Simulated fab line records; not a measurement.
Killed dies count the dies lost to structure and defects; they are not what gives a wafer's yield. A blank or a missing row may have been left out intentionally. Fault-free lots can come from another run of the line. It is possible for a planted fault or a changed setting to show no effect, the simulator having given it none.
Chamber matching | flow gf180mcu | GF_V4_CMP_26 on cmp-02: 4 sister chambers
The step polishes, stops on SiO2, t overpolish 15 s, target thk 0 nm. 4 wafers are shown with their chamber, then 7 later ones without.

## WAFERS WITH THEIR CHAMBER
wafer  | chamber | motor_current_A (A)
L760.4 | 2       | 10.0
L766.1 | 3       | 12.6
L766.4 | 0       | 13.8
L766.5 | 1       | 14.3

## WAFERS WITH NO CHAMBER GIVEN
wafer  | motor_current_A (A)
L767.1 | 10.6
L767.2 | 13.4
L767.3 | 13.8
L771.6 | 14.2
L781.1 | 13.2
L781.4 | 10.5
L781.5 | 13.5

## EACH ONE'S CHAMBER
wafer  | from the rows above          | in truth
L767.1 | 2                            | 2
L767.2 | can't be placed: 0 or 3 or 1 | 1
L767.3 | can't be placed: 0 or 1      | 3
L771.6 | can't be placed: 1 or 0      | 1
L781.1 | can't be placed: 3 or 0 or 1 | 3
L781.4 | 2                            | 2
L781.5 | can't be placed: 0 or 1 or 3 | 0
2 of 7 placed correctly. Can't be placed from these rows: 5 (the true chamber is among the candidates in 4). Number placed wrongly: 0.
How it was worked out, from the rows above alone: a wafer's distance from a chamber is the root of the sum, over the readings, of the square of ((its reading less the chamber's mean) divided by the reading's scatter). The wafer belongs to the nearest chamber; if the next one is less than 2 further off, it can't be placed. Each chamber's mean is taken over the wafers shown for it. The scatter (one wafer shown for each chamber): square how far every hidden wafer sits from the nearest shown wafer, average those squares and take the square root.
